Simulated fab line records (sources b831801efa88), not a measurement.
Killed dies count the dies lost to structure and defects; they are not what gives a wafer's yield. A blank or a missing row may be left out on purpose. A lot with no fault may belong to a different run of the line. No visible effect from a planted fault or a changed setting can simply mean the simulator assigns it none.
Matching of chambers	flow sky130	4 sister chambers for SKY_VIA4_CMP_21 on cmp-02
The step polishes, stops on SiO2, t overpolish 25 s, target thk 0 nm. 4 wafers are shown with their chamber, then 7 later ones without.

== WAFERS WITH THEIR CHAMBER ==
wafer	chamber	motor current A (A)
L775.1	3	10.3
L775.2	2	9.6
L780.1	1	11.3
L780.2	0	11.9

== WAFERS WITH NO CHAMBER GIVEN ==
wafer	motor current A (A)
L780.4	11.0
L786.1	9.9
L786.3	11.8
L786.4	11.5
L788.2	9.5
L788.4	10.4
L788.6	10.9

== CHAMBER TAKEN BY EACH ==
wafer	from the rows above	in truth
L780.4	can't be placed: 1 or 3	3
L786.1	can't be placed: 2 or 3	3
L786.3	can't be placed: 0 or 1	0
L786.4	can't be placed: 1 or 0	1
L788.2	2	2
L788.4	3	3
L788.6	can't be placed: 1 or 3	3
Correct placement for 2 of the 7. Unplaceable from these rows: 5, with the true chamber sitting among the candidates in 5. Wrongly placed: 0.
How it was worked out, from the rows above alone: a wafer's distance from a chamber is the root of the sum, over the readings, of the square of ((its reading less the chamber's mean) divided by the reading's scatter). The wafer belongs to the nearest chamber; if the next one is less than 2 further off, it can't be placed. Each chamber's mean is taken over the wafers shown for it. The scatter: root of mean squared gap, hidden wafer to nearest shown wafer, with one shown wafer a chamber.
